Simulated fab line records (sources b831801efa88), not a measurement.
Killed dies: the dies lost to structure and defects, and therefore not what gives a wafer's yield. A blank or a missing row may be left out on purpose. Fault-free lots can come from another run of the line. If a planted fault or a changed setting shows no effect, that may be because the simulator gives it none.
The tool behind it: which one? + flow gf180mcu + 42 wafers from 14 lots sampled at 3 of the route's 602 steps

WHAT THE GAUGES SHOWED, per wafer
GF_M3_CD_MEAS_14: the cd target is 280 nm. Usual: cdNm at 279.3 nm, with a standard deviation of 1.1.
| lot  | measured     | on       | cdNm (nm)         | flag |
|------|--------------|----------|-------------------|------|
| L878 | day 21 13:19 | cdSem-02 | 279.6 279.6 278.7 |      |
| L879 | day 22 04:22 | cdSem-01 | 280.1 278.7 278.7 |      |
| L880 | day 22 05:03 | cdSem-02 | 279.9 279.6 280.8 |      |
| L882 | day 22 18:40 | cdSem-02 | 280.6 280.4 280.3 |      |
| L883 | day 23 06:39 | cdSem-01 | 279.3 280.1 278.7 |      |
| L887 | day 24 14:52 | cdSem-01 | 280.6 280.4 280.8 |      |
| L888 | day 24 23:19 | cdSem-02 | 278.7 278.8 276.4 |      |
| L889 | day 25 08:05 | cdSem-02 | 279.9 279.1 278.7 |      |
| L890 | day 25 15:15 | cdSem-01 | 279.4 279.5 278.2 |      |
| L891 | day 25 20:36 | cdSem-02 | 278.1 278.7 278.7 |      |
| L892 | day 26 07:28 | cdSem-02 | 280.8 281.2 281.4 |      |
| L896 | day 27 12:58 | cdSem-01 | 278.8 279.1 278.1 |      |
| L899 | day 28 04:37 | cdSem-02 | 277.0 278.1 277.6 |      |
| L901 | day 28 20:40 | cdSem-02 | 281.4 280.5 281.7 |      |

GF_M3_OVL_MEAS_15. Usual: M3_OVL gives -6 nm (standard deviation 4.2).
| lot  | measured     | on         | M3_OVL (nm) | flag |
|------|--------------|------------|-------------|------|
| L878 | day 21 13:26 | overlay-02 | 0 -4 -6     |      |
| L879 | day 22 04:29 | overlay-01 | -7 -7 -2    |      |
| L880 | day 22 05:10 | overlay-02 | -5 1 -10    |      |
| L882 | day 22 18:47 | overlay-01 | -3 -2 0     |      |
| L883 | day 23 06:44 | overlay-01 | -3 -10 -6   |      |
| L887 | day 24 14:59 | overlay-02 | -8 -7 -9    |      |
| L888 | day 24 23:26 | overlay-01 | 5 0 -2      |      |
| L889 | day 25 08:11 | overlay-01 | -3 1 -8     |      |
| L890 | day 25 15:20 | overlay-01 | -4 -1 -3    |      |
| L891 | day 25 20:43 | overlay-01 | -6 0 -8     |      |
| L892 | day 26 07:35 | overlay-01 | -9 -14 -6   |      |
| L896 | day 27 13:02 | overlay-01 | 0 -3 -3     |      |
| L899 | day 28 04:41 | overlay-02 | -3 -4 -10   |      |
| L901 | day 28 20:47 | overlay-01 | -1 -6 -1    |      |

GF_V3_THK_MEAS_03. Usual: V3_CVD_02_THK gives 850 nm (standard deviation 10).
| lot  | measured     | on           | V3_CVD_02_THK (nm) | flag |
|------|--------------|--------------|--------------------|------|
| L878 | day 21 14:20 | filmMetro-03 | 843 844 850        |      |
| L879 | day 22 05:31 | filmMetro-02 | 844 836 865        |      |
| L880 | day 22 06:04 | filmMetro-02 | 842 841 848        |      |
| L882 | day 22 19:49 | filmMetro-02 | 841 849 861        |      |
| L883 | day 23 07:47 | filmMetro-02 | 834 851 851        |      |
| L887 | day 24 15:56 | filmMetro-03 | 845 856 859        |      |
| L888 | day 25 00:20 | filmMetro-02 | 836 838 852        |      |
| L889 | day 25 09:08 | filmMetro-01 | 838 842 858        |      |
| L890 | day 25 16:17 | filmMetro-03 | 825 850 846        |      |
| L891 | day 25 21:39 | filmMetro-02 | 831 835 849        |      |
| L892 | day 26 08:29 | filmMetro-03 | 842 843 853        |      |
| L896 | day 27 13:58 | filmMetro-03 | 853 836 856        |      |
| L899 | day 28 05:36 | filmMetro-01 | 866 856 862        |      |
| L901 | day 28 21:43 | filmMetro-01 | 846 864 863        |      |

WHAT TOOL EACH LOT RAN ON (gives the tool, then ch and the chambers of the sampled wafers, and finally the start)
The record shows no process step preceding these readings.

AS READ BY THE TOOLS THEMSELVES (means over the sampled wafers that have a number; for cases with no such wafer, the mark the record gives instead)
The record holds no such reading with a usual standard deviation.

THE ANSWER, worked out from the rows above alone
Rule: a lot counts as off when the mean over its wafers that have a number is more than 3 standard deviations away from the usual mean. A lot without any number at a reading at which 4 lots or more have one is off too. All remaining lots with rows at the step are treated as sound. First the gauges in route order, then the tools' own readings, where a lot's mean is used as printed above. At the first step where some lot is off, the reading lying furthest off is the one used; lots without a number count as furthest.
None of the lots is off at any reading shown; this tells nothing.

WHAT HAD BEEN PUT IN BY THE SIMULATOR
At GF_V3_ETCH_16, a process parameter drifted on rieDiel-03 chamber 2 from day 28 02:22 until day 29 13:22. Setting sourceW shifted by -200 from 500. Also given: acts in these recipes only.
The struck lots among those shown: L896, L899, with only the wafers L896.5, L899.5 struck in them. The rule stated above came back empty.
